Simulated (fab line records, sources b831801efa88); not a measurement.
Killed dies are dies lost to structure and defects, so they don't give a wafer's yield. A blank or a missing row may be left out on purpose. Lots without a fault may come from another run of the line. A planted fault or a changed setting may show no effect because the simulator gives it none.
Chamber matching | flow gf180mcu | GF_STI_CMP_25 on cmp-01: 4 sister chambers
The step polishes, stops on Si3N4, t overpolish 33 s, target thk 524.6 nm. 4 wafers are shown with their chamber, then 8 later ones without.

WAFERS WITH THEIR CHAMBER
wafer  | chamber | motor_current_A (A)
L960.4 | 0       | 13.5
L967.3 | 3       | 10.1
L969.5 | 1       | 10.9
L970.5 | 2       | 11.6

WAFERS WITHOUT THEIR CHAMBER
wafer  | motor_current_A (A)
L970.6 | 10.4
L972.1 | 14.0
L972.4 | 10.8
L972.5 | 11.1
L973.3 | 9.7
L973.4 | 13.7
L973.6 | 10.6
L977.1 | 10.1

WHICH CHAMBER EACH WENT THROUGH
wafer  | from the rows above     | in truth
L970.6 | can't be placed: 3 or 1 | 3
L972.1 | 0                       | 0
L972.4 | 1                       | 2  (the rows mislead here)
L972.5 | can't be placed: 1 or 2 | 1
L973.3 | 3                       | 3
L973.4 | 0                       | 0
L973.6 | can't be placed: 1 or 3 | 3
L977.1 | 3                       | 3
Placed correctly: 4 of 8. Can't be placed from these rows: 3 (the true chamber is among the candidates in 3). Placed wrongly: 1.
How it was worked out, from the rows above alone: a wafer's distance from a chamber is the root of the sum, over the readings, of the square of ((its reading less the chamber's mean) divided by the reading's scatter). The wafer belongs to the nearest chamber; if the next one is less than 2 further off, it can't be placed. A chamber's mean is the mean of its shown wafers. The scatter: with one shown wafer a chamber, the root of the mean of the squares of how far each hidden wafer lies from its nearest shown one.
